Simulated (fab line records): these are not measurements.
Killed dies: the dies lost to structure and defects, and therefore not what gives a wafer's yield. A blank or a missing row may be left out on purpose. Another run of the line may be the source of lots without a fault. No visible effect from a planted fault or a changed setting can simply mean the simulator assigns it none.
The same fault as seen by 2 desks || flow sky130 || numbers are kept per desk, each desk with only its own; the story behind them comes last

## TOOL OWNER'S DESK, pecvd-01
The tool's own readings at SKY_PASSIVATION_CVD_02 (deposits Si3N4, target thk 540 nm): means of the sampled wafers that have a number, for each lot that ran on this tool. The brackets show how far a lot's mean lies from the usual mean; more than 4 standard deviations puts the lot out of limits, marked OUT.
Columns: A = heaterPowerW at SKY_PASSIVATION_CVD_02, usual 781 W
{"lot": "L879", "first seen here": "day 44 01:14", "A": 725}
{"lot": "L880", "first seen here": "day 44 06:19", "A": 718}
{"lot": "L881", "first seen here": "day 44 10:10", "A": 613}
{"lot": "L894", "first seen here": "day 47 19:25", "A": 720}
Result from this desk: across the 4 lots, nothing is out of limits.

## THE METROLOGY DESK
Means of the sampled wafers that have a number, per lot and without regard to the tool the lot ran on: this is what the gauges read. The brackets show how far a lot's mean lies from the usual mean; more than 4 standard deviations puts the lot out of limits, marked OUT.
Columns: A = METAL5_ALCU_THK at SKY_METAL5_THK_MEAS_06, usual 1139 nm; B = PASSIVATION_CVD_02_THK at SKY_PASSIVATION_THK_MEAS_03, usual 541 nm
{"lot": "L879", "first seen here": "day 43 01:58", "A": 1166, "B": 539}
{"lot": "L880", "first seen here": "day 43 06:59", "A": 1143, "B": 548}
{"lot": "L881", "first seen here": "day 43 10:04", "A": 1159, "B": 545}
{"lot": "L884", "first seen here": "day 44 14:34", "A": 1138, "B": 540}
{"lot": "L885", "first seen here": "day 44 19:36", "A": 1146, "B": 539}
{"lot": "L894", "first seen here": "day 46 22:14", "A": 1142, "B": 562}
{"lot": "L896", "first seen here": "day 47 11:08", "A": 1152, "B": 536}
{"lot": "L897", "first seen here": "day 47 20:26", "A": 1113, "B": 549}
{"lot": "L898", "first seen here": "day 47 23:01", "A": 1137, "B": 531}
{"lot": "L900", "first seen here": "day 48 09:52", "A": 1101, "B": 549}
{"lot": "L901", "first seen here": "day 48 11:52", "A": 1118, "B": 550}
Result from this desk: across the 11 lots, nothing is out of limits.

## ALL TOGETHER
Nothing out of limits was seen by the tool owner's desk.
The metrology desk saw nothing out of limits.

## WHAT THE SIMULATOR HAD INSERTED
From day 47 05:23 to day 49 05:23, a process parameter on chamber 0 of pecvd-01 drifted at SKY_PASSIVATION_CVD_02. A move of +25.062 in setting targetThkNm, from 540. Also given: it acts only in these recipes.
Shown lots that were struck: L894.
